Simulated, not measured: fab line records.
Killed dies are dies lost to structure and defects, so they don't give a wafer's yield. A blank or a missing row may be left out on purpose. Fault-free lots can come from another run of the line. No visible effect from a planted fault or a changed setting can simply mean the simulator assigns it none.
fab line records | flow sky130
record lots=6 wafers=18 lastDay=50
route steps=708 shown SONOS_ONO@186 GATE_OXIDE@187 PAD_OPEN@708
lots that met no fault: from a run of the same line without faults
startH: hours from the record's opening day to when the first of the lot's shown wafers began | waitH: time in hours since the lot's previous step | " repeats the value in the row above | L1.1+2: a row that stands for several wafers | - no value, or no start was given | * or withheld: withheld | < > ~ a bound
route shown NAME@n: NAME is a module with steps in the file, n the number in the route of the first one | usual: mean/standard deviation taken from wafers without a fault | same: alike in all rows | chamber/n: place in a boat | sites: readings site by site | _std_site: their standard deviation | _edge_site: the outer-site mean with the inner-site mean subtracted | radiusMm: how far each site lies from the wafer's centre | mask NAME#n: copy n | behind: the most recent tool/chamber to have shaped the wafer | hold: cause of the lot's hold/its duration in hours/its outcome | device: transistor that didn't switch, given as n, p or np | end of line: at the end of the route, the tests of the same wafers | a step with no rows: only its recipe | killed: at the first sort, the dies lost to defects and structure; wafer yield is something else | map: per-die view of a wafer (x killed, . not killed, _ where there is no die)
set.NAME: the setting as run; set.NAME@STEP: as run at that earlier step | model.NAME: the simulator's own value behind a step, which no gauge read
certain route steps with their lots: each step a table, each wafer a row
services: when a tool's chamber went out of use (startH, in hours from the record's first day, below 0 if earlier), for how many hours, and the reason
## steps
# step SKY_SONOS_ONO_WET_ETCH_18
# recipe chemistry=H3PO4 targetDepthNm=15 target=Si3N4 tempC=160 timeS=172
# step SKY_GATE_OXIDE_CLEAN_00
# recipe chemistry=SC1/SC2 mix=1:4:20 tempC=70 timeS=150 dry=n2Spin
# step SKY_GATE_OXIDE_OXIDATION_01
# recipe tempC=900 ambient=O2 stabiliseS=600 purgeS=300 targetThkA=102.68 oxTimeS=1473
# step SKY_GATE_OXIDE_THK_MEAS_02
# recipe reads=SiO2_of_GATE_OXIDE_OXIDATION_01
# usual GATE_OXIDE_OXIDATION_00_THK=10.28/0.19
# columns lot.wafer tool chamber startH waitH GATE_OXIDE_OXIDATION_00_THK[nm]
L712.2 filmMetro-03 - 283.22 0.0 10.34
L712.3 " - " " 10.42
L712.5 " - " " 10.45
L716.3 filmMetro-04 - 324.13 0.0 10.28
L716.4 " - " " 10.44
L716.5 " - " " 10.40
L728.3 filmMetro-04 - 435.10 0.0 10.38
L728.5 " - " " 10.27
L728.6 " - " " 10.47
L727.1 filmMetro-01 - 436.95 0.0 10.26
L727.5 " - " " 10.34
L727.6 " - " " 10.11
L732.2 filmMetro-03 - 466.94 0.0 10.36
L732.3 " - " " 10.18
L732.5 " - " " 10.46
L734.3 filmMetro-01 - 476.86 0.0 10.29
L734.5 " - " " 10.00
L734.6 " - " " 10.20
# step SKY_GATE_OXIDE_DEHYDRATE_03
# recipe tempC=200 timeS=60
# step SKY_GATE_OXIDE_HMDS_04
# recipe primeTimeS=60 primeTempC=120
# step SKY_GATE_OXIDE_COAT_05
# recipe resist=NOVOLAK spinRpm=3000 resistThkNm=1140
# step SKY_GATE_OXIDE_SOFTBAKE_06
# recipe tempC=90 timeS=60 resist=NOVOLAK
# step SKY_GATE_OXIDE_EXPOSE_07
# recipe maskId=LVOM na=0.6 sourceShape=conventional sigmaOuter=0.6 polarization=unpolarized targetCdNm=600 doseMj=170
# step SKY_GATE_OXIDE_PEB_08
# recipe tempC=withheld timeS=* resist=NOVOLAK
# step SKY_GATE_OXIDE_DEVELOP_09
# recipe resist=NOVOLAK developer=TMAH developTimeS=60 devTempC=23
# step SKY_GATE_OXIDE_OVL_MEAS_10
# usual GATE_OXIDE_OVL=-0.2/1.1
# columns lot.wafer tool chamber startH waitH GATE_OXIDE_OVL[nm]
L712.2 overlay-01 - 308.19 0.1 0.4
L712.3 " - " " 2.1
L712.5 " - " " 0.5
L716.3 overlay-01 - 351.06 0.1 -0.1
L716.4 " - " " 1.8
L716.5 " - " " 1.3
L728.3 overlay-02 - 465.83 0.1 2.4
L728.5 " - " " -0.3
L728.6 " - " " 0.9
L727.1 overlay-01 - 467.80 0.1 0.6
L727.5 " - " " -0.1
L727.6 " - " " -0.4
L732.2 overlay-02 - 496.47 0.1 -0.8
L732.3 " - " " 0.5
L732.5 " - " " -0.9
L734.3 overlay-02 - 506.66 0.1 -2.6
L734.5 " - " " -1.3
L734.6 " - " " -0.4
# step SKY_GATE_OXIDE_IMPLANT_11
# recipe species=B energyKev=10 doseCm2=2.6e+12 tiltDeg=withheld
# usual doseIonsCm2=2.6002e+12/2.4e+09
# columns lot.wafer tool chamber startH waitH doseIonsCm2
L712.2 implanter-02 0 308.25 0.0 2.6013e+12
L712.3 " 0 " " 2.5987e+12
L712.5 " 0 " " 2.5999e+12
L716.3 implanter-04 0 351.14 0.1 2.5963e+12
L716.4 " 0 " " 2.6013e+12
L716.5 " 0 " " 2.599e+12
L728.3 implanter-02 0 465.90 0.1 2.723e+12
L728.5 " 0 " " 2.7222e+12
L728.6 " 0 " " 2.7219e+12
L727.1 implanter-02 0 467.83 0.0 2.7207e+12
L727.5 " 0 " " 2.7239e+12
L727.6 " 0 " " 2.7211e+12
L732.2 implanter-03 0 496.53 0.0 2.5994e+12
L732.3 " 0 " " 2.6017e+12
L732.5 " 0 " " 2.5973e+12
L734.3 implanter-03 0 506.73 0.1 2.604e+12
L734.5 " 0 " " 2.6011e+12
L734.6 " 0 " " 2.6027e+12
# step SKY_GATE_OXIDE_WET_ETCH_12
# recipe chemistry=dHF targetDepthNm=16.8 dry=n2Spin target=SiO2 dilution=100:1 tempC=25 timeS=336
# step SKY_PAD_OPEN_PROBE_99
# usual killed_at_M0_to_M3=45/7.5 killed_at_M4_up=3.2/1.8 killedAtContacts=24/4.9 killedAtFrontEnd=15/4.4 killedAtOther=0.3/0.54 killedDies=87/9.8 killedOpen=47/6.4 killedShort=40/6.5
# same grossDies=492 killedAtBackSide=0
# columns lot.wafer tool chamber startH waitH killed_at_M0_to_M3 killed_at_M4_up killedAtContacts killedAtFrontEnd killedAtOther killedDies killedOpen killedShort model.etest.pfet_01v8_lvt.driveUaUm model.etest.pfet_01v8_lvt.offLog10AUm model.etest.pfet_01v8_lvt.vtSatV model.etest.pfet_01v8_lvt.vtV model.etest.pfet_01v8_lvt.vtLongV model.etest.pfet_01v8_lvt.bodyRiseV
L712.2 prober-01 - 1083.16 0.1 34 0 25 19 0 78 35 43 175 -8.55 -0.4174 -0.512 -0.6333 -0.2069
L712.3 prober-01 - 1083.21 0.2 43 5 23 11 0 82 45 37 178.3 -8.627 -0.4168 -0.5107 -0.6319 -0.206
L712.5 prober-01 - 1083.31 0.2 47 3 20 20 0 90 52 38 176.1 -8.613 -0.4166 -0.5107 -0.63 -0.2085
L716.3 prober-01 - 1111.38 0.2 50 6 25 13 0 94 49 44 173.9 -8.796 -0.4311 -0.5209 -0.6413 -0.2033
L716.4 prober-01 - 1111.43 0.2 51 2 23 17 0 93 56 37 175 -8.849 -0.4284 -0.5215 -0.6388 -0.2061
L716.5 prober-01 - 1111.48 0.2 49 2 20 20 0 91 49 42 175.9 -8.618 -0.4299 -0.5215 -0.6451 -0.2059
L728.3 prober-01 - 1182.22 0.2 55 1 27 16 0 99 57 42 178.1 -8.178 -0.3701 -0.4651 -0.5903 -0.2186
L728.5 prober-01 - 1182.32 0.2 34 1 23 7 2 67 41 25 181.4 -8.134 -0.3669 -0.4622 -0.5879 -0.2189
L728.6 prober-01 - 1182.37 0.2 42 1 23 21 0 87 53 34 181.7 -8.281 -0.3692 -0.4653 -0.5919 -0.2171
L727.1 prober-02 - 1185.41 0.1 52 6 26 25 1 110 54 56 180.8 -8.175 -0.3786 -0.4747 -0.5997 -0.219
L727.5 prober-02 - 1185.61 0.2 39 2 25 15 0 81 38 43 179.2 -8.06 -0.3827 -0.4786 -0.6026 -0.2186
L727.6 prober-02 - 1185.66 0.2 39 1 24 15 0 79 43 36 178.5 -8.13 -0.3785 -0.475 -0.5986 -0.2191
L732.2 prober-01 - 1198.41 0.1 46 3 25 18 0 92 45 47 173.1 -8.793 -0.4302 -0.524 -0.6466 -0.2037
L732.3 prober-01 - 1198.46 0.2 40 4 26 8 0 78 36 42 172.6 -8.897 -0.4303 -0.5201 -0.6398 -0.2058
L732.5 prober-01 - 1198.56 0.2 53 3 19 20 0 95 49 46 171.9 -8.948 -0.4374 -0.528 -0.6497 -0.2028
L734.3 prober-01 - 1203.06 0.2 38 1 20 10 0 69 37 30 171.7 -8.921 -0.437 -0.5278 -0.6447 -0.2039
L734.5 prober-01 - 1203.16 0.2 45 2 31 17 0 95 49 46 171.1 -8.783 -0.433 -0.5257 -0.6444 -0.2075
L734.6 prober-01 - 1203.21 0.2 38 1 31 10 0 80 46 34 170.8 -8.828 -0.4367 -0.5239 -0.6447 -0.2062
# killed by level:class
L712.2 CONTACT:geometricParticle:short=8 CONTACT:geometricParticle:open=8 VIA1:geometricParticle:open=7 FIELD_ISO:geometricParticle:open=6 METAL1:geometricParticle:short=6 METAL2:geometricParticle:short=5 VIA2:geometricParticle:open=5 FIELD_ISO:geometricParticle:short=4
L712.3 VIA1:geometricParticle:open=14 CONTACT:geometricParticle:open=12 VIA1:geometricParticle:short=8 METAL2:geometricParticle:short=6 LI_CONTACT:geometricParticle:open=5 FIELD_ISO:geometricParticle:short=4 VIA2:geometricParticle:open=4 VIA3:geometricParticle:open=4
L712.5 VIA2:geometricParticle:open=10 VIA3:geometricParticle:open=9 VIA1:geometricParticle:open=8 FIELD_ISO:geometricParticle:short=7 CONTACT:geometricParticle:open=7 FIELD_ISO:geometricParticle:open=5 VIA1:geometricParticle:short=5 LI_CONTACT:geometricParticle:short=4
L716.3 VIA1:geometricParticle:open=10 VIA3:geometricParticle:open=9 CONTACT:geometricParticle:open=8 VIA2:geometricParticle:open=7 METAL1:geometricParticle:short=7 CONTACT:geometricParticle:short=6 LI_CONTACT:geometricParticle:open=5 METAL2:geometricParticle:short=5
L716.4 VIA2:geometricParticle:open=13 VIA1:geometricParticle:open=12 VIA3:geometricParticle:open=10 LOCAL_INTERCONNECT:geometricParticle:short=7 CONTACT:geometricParticle:open=6 CONTACT:geometricParticle:short=5 FIELD_ISO:geometricParticle:short=4 FIELD_ISO:geometricParticle:open=4
L716.5 CONTACT:geometricParticle:open=12 VIA1:geometricParticle:open=10 VIA2:geometricParticle:open=9 VIA2:geometricParticle:short=7 METAL2:geometricParticle:short=6 POLY_GATE:geometricParticle:short=5 VIA3:geometricParticle:open=5 FIELD_ISO:geometricParticle:short=4
L728.3 VIA1:geometricParticle:open=13 LI_CONTACT:geometricParticle:open=12 VIA3:geometricParticle:open=11 CONTACT:geometricParticle:short=7 METAL1:geometricParticle:short=6 POLY_GATE:geometricParticle:short=5 VIA3:geometricParticle:short=5 CONTACT:geometricParticle:open=4
L728.5 CONTACT:geometricParticle:open=12 VIA1:geometricParticle:open=10 VIA2:geometricParticle:open=6 LI_CONTACT:geometricParticle:open=4 METAL1:geometricParticle:short=4 METAL2:geometricParticle:short=4 POLY_GATE:geometricParticle:short=3 LOCAL_INTERCONNECT:geometricParticle:short=3
L728.6 VIA1:geometricParticle:open=12 CONTACT:geometricParticle:open=11 VIA1:geometricParticle:short=8 LI_CONTACT:geometricParticle:open=7 POLY_GATE:geometricParticle:open=6 VIA3:geometricParticle:open=5 CONTACT:geometricParticle:short=4 METAL1:geometricParticle:short=4
L727.1 LI_CONTACT:geometricParticle:open=13 VIA1:geometricParticle:open=11 VIA3:geometricParticle:open=10 POLY_GATE:geometricParticle:short=9 METAL1:geometricParticle:short=8 VIA2:geometricParticle:open=7 POLY_GATE:geometricParticle:open=6 METAL4:geometricParticle:short=6
L727.5 CONTACT:geometricParticle:open=10 VIA1:geometricParticle:open=10 METAL1:geometricParticle:short=8 FIELD_ISO:geometricParticle:open=7 CONTACT:geometricParticle:short=5 METAL2:geometricParticle:short=5 VIA1:geometricParticle:short=5 POLY_GATE:geometricParticle:short=4
L727.6 VIA1:geometricParticle:open=14 LI_CONTACT:geometricParticle:open=8 POLY_GATE:geometricParticle:short=6 LI_CONTACT:geometricParticle:short=5 METAL2:geometricParticle:short=5 VIA2:geometricParticle:open=5 CONTACT:geometricParticle:short=4 CONTACT:geometricParticle:open=4
L732.2 VIA1:geometricParticle:open=14 METAL2:geometricParticle:short=10 CONTACT:geometricParticle:open=7 LI_CONTACT:geometricParticle:open=6 LOCAL_INTERCONNECT:geometricParticle:short=6 METAL1:geometricParticle:short=6 FIELD_ISO:geometricParticle:open=5 FIELD_ISO:geometricParticle:short=4
L732.3 LI_CONTACT:geometricParticle:open=8 METAL1:geometricParticle:short=7 METAL2:geometricParticle:short=7 VIA1:geometricParticle:open=5 CONTACT:geometricParticle:short=5 CONTACT:geometricParticle:open=5 VIA2:geometricParticle:open=5 LI_CONTACT:geometricParticle:short=4
L732.5 FIELD_ISO:geometricParticle:short=11 VIA1:geometricParticle:open=11 METAL2:geometricParticle:short=8 VIA2:geometricParticle:open=8 VIA3:geometricParticle:open=6 LI_CONTACT:geometricParticle:open=6 CONTACT:geometricParticle:open=6 METAL1:geometricParticle:short=5
L734.3 VIA1:geometricParticle:open=13 CONTACT:geometricParticle:open=8 VIA2:geometricParticle:open=7 LOCAL_INTERCONNECT:geometricParticle:short=5 FIELD_ISO:geometricParticle:open=4 VIA2:geometricParticle:short=4 CONTACT:geometricParticle:short=4 VIA3:geometricParticle:short=4
L734.5 CONTACT:geometricParticle:open=12 VIA1:geometricParticle:open=11 FIELD_ISO:geometricParticle:open=7 VIA2:geometricParticle:open=6 LI_CONTACT:geometricParticle:short=5 LI_CONTACT:geometricParticle:open=5 LOCAL_INTERCONNECT:geometricParticle:short=5 VIA2:geometricParticle:short=5
L734.6 CONTACT:geometricParticle:open=13 VIA1:geometricParticle:open=9 METAL1:geometricParticle:short=8 VIA2:geometricParticle:open=8 LI_CONTACT:geometricParticle:open=7 LOCAL_INTERCONNECT:geometricParticle:short=4 LI_CONTACT:geometricParticle:short=3 METAL3:geometricParticle:short=3
## services
# columns tool chamber startH hours kind
implanter-04 - 304.99 13.9 repair
implanter-03 - 310.73 2.2 repair
implanter-02 - 316.07 3.9 pm
implanter-04 - 322.29 2.2 repair
implanter-02 - 329.02 3.1 pm
implanter-04 - 332.83 4.3 pm
implanter-04 - 340.87 0.6 repair
implanter-02 - 350.05 2.1 repair
implanter-02 - 376.76 4.0 repair
implanter-04 - 388.61 7.1 pm
implanter-02 - 496.54 5.2 repair
## key
firstSign step=SKY_GATE_OXIDE_IMPLANT_11 reading=doseIonsCm2 direction=up sigmas=51 usual=* struck=*
effect none on later readings
modelEffect step=SKY_PAD_OPEN_PROBE_99 value=etest.pfet_01v8_lvt.driveUaUm without=174 struck=179.9
metAt SKY_GATE_OXIDE_IMPLANT_11
struckWafers L727.1,L727.5,L727.6,L728.3,L728.5,L728.6
testerLeftOut L727,L728
onsetBetween 308.25 465.90
fault kind=processParameterDrift tool=implanter-02 chamber=- onsetH=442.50 steps=SKY_GATE_OXIDE_IMPLANT_11 channel=doseCm2 offset=* shape=step endH=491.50 actsIn=* stated=*
# testerLeftOut: of these lots the tester's yield and bins aren't shown, on N5 and GAA mostly nor the transistor test; their killed dies are dies lost to structure and defects alone, not to doping, threshold or leakage, so they don't give the yield
